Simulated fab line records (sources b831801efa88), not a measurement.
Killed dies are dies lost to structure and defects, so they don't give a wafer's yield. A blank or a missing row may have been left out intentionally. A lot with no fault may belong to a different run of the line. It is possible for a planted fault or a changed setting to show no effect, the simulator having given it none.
Comparing a struck lot with a sound one :: flow sky130 :: 25 steps out of a route of 708
Sound: wafers L133.1, L133.3, L133.6. Wafers L125.1, L125.5, L125.6 were the ones struck. Last of all comes the cause.
At each step with rows: each side's tool, then ch and its chambers, then its first start. Under that, the readings that differ: sound wafers :: struck wafers :: difference of the means :: sigmas: that difference in standard deviations of wafers without a fault.
alike: same words and numbers on both sides, and readings whose means sit less than 2 such deviations apart. not compared: any withheld reading, any reading some wafer has no value for, any bound like >300 that may hide the same value, and any number with overlapping values for which the record gives no deviation.
Wherever a step has rows on one side only, a row that says differs or no value, or a row with sigmas, the two part there. When numbers do not overlap yet have no deviation, they are printed without sigmas and do not part them. Lack of a reading on every wafer of one side parts them only where that side has two or more wafers.

first, 1 step without rows for these wafers: SKY_LI_CONTACT_PRE_CLEAN_18 (time 5.6 s).
SKY_LI_CONTACT_SPUTTER_19: material Ti, target thk 20 nm, time 106.37 s.
  sound: pvd_sputter-01 at day 35 03:22; struck: pvd_sputter-03 at day 32 16:37
  alike: substrate_temp_c, throttle_valve_pct
SKY_LI_CONTACT_SPUTTER_20: material TiN, target thk 20 nm, time 80 s.
  sound: pvd_sputter-01 at day 35 03:26; struck: pvd_sputter-03 at day 32 16:41
  alike: throttle_valve_pct
SKY_LI_CONTACT_CVD_21: deposits W, target thk 400 nm, time 120.56 s.
  sound on cvd_w-01 ch 1, day 35 03:31; struck on cvd_w-02 ch 0,1, day 32 16:46
  alike: heater_power_w
SKY_LI_CONTACT_RS_MEAS_22: measurement is done with a four-point probe.
  sound: film_metro-02 at day 35 03:38; struck: film_metro-02 at day 32 16:53
  alike: LI_CONTACT_W_RS
SKY_LI_CONTACT_THK_MEAS_23: measures by xrf.
  sound: film_metro-02 at day 35 03:45; struck: film_metro-02 at day 32 17:00
  alike: LI_CONTACT_W_THK
then, 1 step without rows for these wafers: SKY_LI_CONTACT_CMP_24 (polishes, stops on PSG, t overpolish 20 s, target thk 0 nm).
SKY_LOCAL_INTERCONNECT_SPUTTER_00: material TiN, target thk 100 nm, time 83.3 s.
  sound: pvd_sputter-03 at day 35 04:07; struck: pvd_sputter-04 at day 32 17:22
  alike: substrate_temp_c, throttle_valve_pct
SKY_LOCAL_INTERCONNECT_RS_MEAS_01: measurement is done with a four-point probe.
  sound: film_metro-04 at day 35 04:10; struck: film_metro-01 at day 32 17:25
  alike: LOCAL_INTERCONNECT_TIN_RS
SKY_LOCAL_INTERCONNECT_THK_MEAS_02: measures by xrf.
  sound: film_metro-04 at day 35 04:17; struck: film_metro-01 at day 32 17:32
  alike: LOCAL_INTERCONNECT_TIN_THK
then, 2 steps without rows for these wafers: SKY_LOCAL_INTERCONNECT_DEHYDRATE_03 (time 60 s); SKY_LOCAL_INTERCONNECT_HMDS_04 (prime time 60 s).
SKY_LOCAL_INTERCONNECT_COAT_05: resist thk 60 nm.
  sound on litho_track-03 ch 0, day 35 17:14; struck on litho_track-03 ch 0, day 33 06:35
reading: spin_speed_rpm (rpm)
sound: 2999.1 3002.1 3000.4
struck: 2101.7 2099.1 2100.1
difference: -900.2
sigmas: -99 or more
  alike: exhaust_pa
  not compared: resist_line_temp_C
then, 5 steps without rows for these wafers: SKY_LOCAL_INTERCONNECT_COAT_06 (resist thk 450 nm); SKY_LOCAL_INTERCONNECT_SOFTBAKE_07 (time 90 s); SKY_LOCAL_INTERCONNECT_EXPOSE_08 (exposes mask LI1M, target cd 170 nm); SKY_LOCAL_INTERCONNECT_PEB_09; SKY_LOCAL_INTERCONNECT_DEVELOP_10 (develop time 60 s).
SKY_LOCAL_INTERCONNECT_CD_MEAS_11: the cd target is 170 nm.
  sound: cd_sem-02 at day 36 06:50; struck: cd_sem-01 at day 33 20:35
  alike: cd_nm
SKY_LOCAL_INTERCONNECT_OVL_MEAS_12:
  sound: overlay-02 at day 36 06:57; struck: overlay-02 at day 33 20:43
  alike: LOCAL_INTERCONNECT_OVL
SKY_LOCAL_INTERCONNECT_ETCH_13: etches BARC in N2/H2, stops on SiO2, time 45.9 s, target depth 60 nm.
  sound on rie_metal-02 ch 1, day 36 06:59; struck on rie_metal-04 ch 1, day 33 20:44
reading: oes_product_au (a.u.)
sound: 0.851 0.861 0.855
struck: 0.952 0.948 0.952
difference: +0.095
sigmas: +20

reading: model.etch.depth_nm (nm)
sound: 59.79 59.97 60.04
struck: 71.83 72.17 71.94
difference: +12.05
sigmas: 
  alike: drypump_motor_current_A, he_backside_leak_sccm, throttle_valve_pct
  not compared: rf_hours_counter_h
SKY_LOCAL_INTERCONNECT_METAL_ETCH_14: etches TiN in Cl2/BCl3, stops on PSG, target depth 110 nm, time 31.4 s.
  sound on rie_metal-02 ch 1, day 36 07:03; struck on rie_metal-04 ch 1, day 33 20:52
  alike: drypump_motor_current_A, he_backside_leak_sccm, oes_product_au, throttle_valve_pct
  not compared: rf_hours_counter_h
SKY_LOCAL_INTERCONNECT_STRIP_15: strips in O2/N2.
  sound on plasma_asher-01 ch 0,1, day 36 07:06; struck on plasma_asher-04 ch 0,1, day 33 20:58
reading: strip_time_to_endpoint_s (s)
sound: 4.739 4.734 4.742
struck: 4.851 4.864 4.863
difference: +0.121
sigmas: +6
  alike: drypump_motor_current_A, oes_product_au
  not compared: rf_hours_counter_h
then, 1 step without rows for these wafers: SKY_LOCAL_INTERCONNECT_STRIP_16 (strips in post etch residue remover, time 1200 s).
-- record jumps: 14 days separate the struck wafers' starts on either side; left off in module LOCAL_INTERCONNECT, taken up again in module PAD_OPEN, whose first shown step is the route's number 708 --
SKY_PAD_OPEN_PROBE_99:
  only the struck wafers here have rows in the record (prober-02, day 48 02:03); the sound ones have none

== WHERE THEY PART ==
At SKY_LOCAL_INTERCONNECT_COAT_05 first; at SKY_PAD_OPEN_PROBE_99 last (within this record only).

WHY: the cause the simulator had injected
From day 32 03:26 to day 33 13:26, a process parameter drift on litho_track-03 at SKY_LOCAL_INTERCONNECT_COAT_05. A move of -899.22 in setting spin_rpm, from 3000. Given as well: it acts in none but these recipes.
